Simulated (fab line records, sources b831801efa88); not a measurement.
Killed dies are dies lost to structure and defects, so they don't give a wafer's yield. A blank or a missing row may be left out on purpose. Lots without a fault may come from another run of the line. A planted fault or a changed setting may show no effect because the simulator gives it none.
Which tool did it? | flow gf180mcu | 6 lots, 18 wafers sampled, at 4 steps of a route of 602

WHAT THE GAUGES READ, wafer by wafer
GF_PSD_RS_MEAS_14: measures by four-point-probe.
lot  | measured     | on            | NSD_RS (ohm/sq)
L357 | day 15 06:57 | film_metro-04 | 46.14 46.30 46.18
L360 | day 16 06:47 | film_metro-03 | 46.09 46.09 46.04
L362 | day 17 07:31 | film_metro-04 | 46.27 46.20 46.18
L368 | day 19 09:55 | film_metro-01 | 46.09 46.11 46.01
L373 | day 20 21:13 | film_metro-04 | 42.20 42.16 42.22
L377 | day 22 04:33 | film_metro-03 | 46.08 46.13 46.13

WHICH TOOL RAN EACH LOT (tool, then ch and the chambers of the sampled wafers, then the start)
lot  | GF_HV_LDD_RTA_52                 | GF_HV_LDD_ETCHBACK_58              | GF_PSD_RTA_13
L357 | rtp_anneal-01 ch 0, day 13 08:58 | rie_diel-01 ch 0,1,3, day 13 11:44 | rtp_anneal-01 ch 0, day 15 06:52
L360 | rtp_anneal-02 ch 0, day 14 08:23 | rie_diel-02 ch 0,2,3, day 14 11:08 | rtp_anneal-02 ch 0, day 16 06:41
L362 | rtp_anneal-02 ch 0, day 15 07:10 | rie_diel-03 ch 0,2,3, day 15 10:26 | rtp_anneal-01 ch 0, day 17 07:26
L368 | rtp_anneal-01 ch 0, day 17 06:04 | rie_diel-03 ch 2,3, day 17 08:47   | rtp_anneal-02 ch 0, day 19 09:49
L373 | rtp_anneal-01 ch 0, day 18 16:40 | rie_diel-03 ch 0,2,3, day 18 19:26 | rtp_anneal-02 ch 0, day 20 21:08
L377 | rtp_anneal-02 ch 0, day 20 01:05 | rie_diel-02 ch 0,2,3, day 20 03:50 | rtp_anneal-01 ch 0, day 22 04:28
- GF_HV_LDD_RTA_52: time 10 s.
- GF_HV_LDD_ETCHBACK_58: etches Si3N4 in CH3F/O2, stops on SiO2, time 100 s, target depth 90 nm.
- GF_PSD_RTA_13: time 20 s.

THE ANSWER, worked out from the rows above alone
Rule: what is usual is taken from the lots themselves. Put in order of their means at a reading, lots are off if they are a third of the lots or fewer, leave a main group of 4 or more, and stand apart from it by a gap of 3 or more times the standard deviation of the main group's means; of several such gaps the widest counts. A main group whose means are all the same, to the digits that the tables above print for the reading, isn't used. A lot without any number at a reading at which 4 lots or more have one is off too. The other lots that the step has rows for count as sound.
Off: L373, at GF_PSD_RS_MEAS_14 (NSD_RS). The main group: mean 46.14 ohm/sq, standard deviation 0.064.
A tool fits if, at a process step before that reading, it ran every lot that is off, and no sound lot after the first of them. The gauges at GF_PSD_RS_MEAS_14 are tried like those tools. Can't be told from this: 4 tools fit, rtp_anneal-01 at GF_HV_LDD_RTA_52, rie_diel-03 at GF_HV_LDD_ETCHBACK_58, rtp_anneal-02 at GF_PSD_RTA_13, film_metro-04 at GF_PSD_RS_MEAS_14.

WHAT THE SIMULATOR HAD PUT IN
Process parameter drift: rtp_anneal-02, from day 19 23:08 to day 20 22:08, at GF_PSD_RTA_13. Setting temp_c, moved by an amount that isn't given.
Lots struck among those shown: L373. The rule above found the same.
